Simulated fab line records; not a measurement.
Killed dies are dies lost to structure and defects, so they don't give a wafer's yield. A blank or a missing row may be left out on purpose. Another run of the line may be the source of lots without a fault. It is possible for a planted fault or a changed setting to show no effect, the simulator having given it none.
One fault seen from 2 desks ; flow gf180mcu ; numbers are kept per desk, each desk with only its own; the story behind them comes last

THE METROLOGY DESK
What the gauges read for every lot (on any tool): the sampled wafers with a number, averaged. Any lot whose mean is over 4 standard deviations away from the usual mean is out of limits and marked OUT; that distance is given in the brackets. 7 of its 9 readings are shown, namely those furthest out on some lot.
Columns: A = V2_BOW at GF_V2_BOW_MEAS_05, usual 103 um; B = cd nm at GF_V2_CD_MEAS_14, usual 260.0 nm; C = V2_OVL at GF_V2_OVL_MEAS_15, usual 1 nm; D = V2_W_RS at GF_V2_RS_MEAS_24, usual 0.323 ohm/sq; E = V2_W_THK at GF_V2_THK_MEAS_25, usual 363 nm; F = cd nm at GF_M3_CD_MEAS_14, usual 279.7 nm; G = M3_OVL at GF_M3_OVL_MEAS_15, usual 4 nm
lot;first seen here;A;B;C;D;E;F;G
L980;day 19 15:30;95;260.4;2;0.325;362;279.7;-1
L981;day 20 03:41;93;260.4;-3;0.315;376;279.3;1
L983;day 20 18:10;111;261.4;2;0.328;362;279.2;6
L988;day 22 15:35;108;260.5;-2;0.324;366;277.8;5
L989;day 23 04:04;98;258.1;-4;0.319;361;279.5;3
L999;day 26 06:37;105;258.6;4;0.327;361;279.5;0
Finding of this desk: none of the 6 lots has anything out of limits.

AT THE TOOL OWNER'S DESK: rie diel-04
The tool's own readings at GF_V2_ETCH_16 (etches BARC in N2/H2): means of the sampled wafers that have a number, for each lot that ran on this tool. Any lot whose mean is over 4 standard deviations away from the usual mean is out of limits and marked OUT; that distance is given in the brackets.
Columns: A = drypump motor current A at GF_V2_ETCH_16, usual 5.9 A; B = oes product au at GF_V2_ETCH_16, usual 0.856 a.u.; C = throttle valve pct at GF_V2_ETCH_16, usual 13.225 %
lot;first seen here;A;B;C
L980;day 20 15:43;6.2;0.854;13.240
L988;day 23 15:47;6.0;0.857;13.222
L989;day 24 02:49;6.2;0.856;13.222
Finding of this desk: none of the 3 lots has anything out of limits.

TAKEN TOGETHER
From the metrology desk's view, nothing was out of limits.
Nothing out of limits was seen by the tool owner's desk.

WHAT THE SIMULATOR HAD PUT IN
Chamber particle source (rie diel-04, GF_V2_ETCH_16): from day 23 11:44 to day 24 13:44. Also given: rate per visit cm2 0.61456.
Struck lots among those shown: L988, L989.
